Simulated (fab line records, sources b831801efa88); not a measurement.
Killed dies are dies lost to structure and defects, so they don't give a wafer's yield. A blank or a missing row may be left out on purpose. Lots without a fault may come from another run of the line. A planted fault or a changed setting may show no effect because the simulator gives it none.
One fault seen from 2 desks | flow sfq_line | each desk has only its own numbers; what lay behind them comes last

THE TOOL OWNER'S DESK: rie_metal-03
The tool's own readings at SFQ_TRILAYER_M4_ETCH_METAL_ETCH_096 (etches Nb in Cl2/Ar, stops on SiO2, target depth 240 nm, time 120 s): means of the sampled wafers that have a number, for each lot that ran on this tool. A lot is out of limits, marked OUT, if its mean lies more than 4 standard deviations from the usual mean; the brackets give that distance.
Columns: A = drypump_motor_current_A at SFQ_TRILAYER_M4_ETCH_METAL_ETCH_096, usual 6.0 A; B = oes_product_au at SFQ_TRILAYER_M4_ETCH_METAL_ETCH_096, usual 0.891 a.u.
lot  | first seen here | A   | B
L246 | day 58 07:50    | 6.3 | 0.889
L247 | day 58 23:26    | 6.2 | 0.888
L248 | day 59 04:14    | 6.1 | 0.900
This desk's finding: nothing out of limits on any of the 3 lots.

THE METROLOGY DESK
What the gauges read, lot by lot, whatever tool the lot ran on: means of the sampled wafers that have a number. A lot is out of limits, marked OUT, if its mean lies more than 4 standard deviations from the usual mean; the brackets give that distance.
Columns: A = M4_NB_RS at SFQ_M4_RS_MEAS_924, usual 0.895 ohm/sq; B = M4_OVL at SFQ_M4_OVL_MEAS_926, usual 1 nm
lot  | first seen here | A     | B
L237 | day 49 14:37    | 0.898 | -1
L246 | day 52 16:02    | 0.904 | -1
L247 | day 53 14:22    | 0.894 | 2
L248 | day 53 17:47    | 0.885 | 1
L252 | day 57 14:38    | 0.898 | 4
L254 | day 62 23:11    | 0.884 | 1
This desk's finding: nothing out of limits on any of the 6 lots.

PUT TOGETHER
The tool owner's desk saw nothing out of limits.
The metrology desk saw nothing out of limits.

WHAT THE SIMULATOR HAD PUT IN
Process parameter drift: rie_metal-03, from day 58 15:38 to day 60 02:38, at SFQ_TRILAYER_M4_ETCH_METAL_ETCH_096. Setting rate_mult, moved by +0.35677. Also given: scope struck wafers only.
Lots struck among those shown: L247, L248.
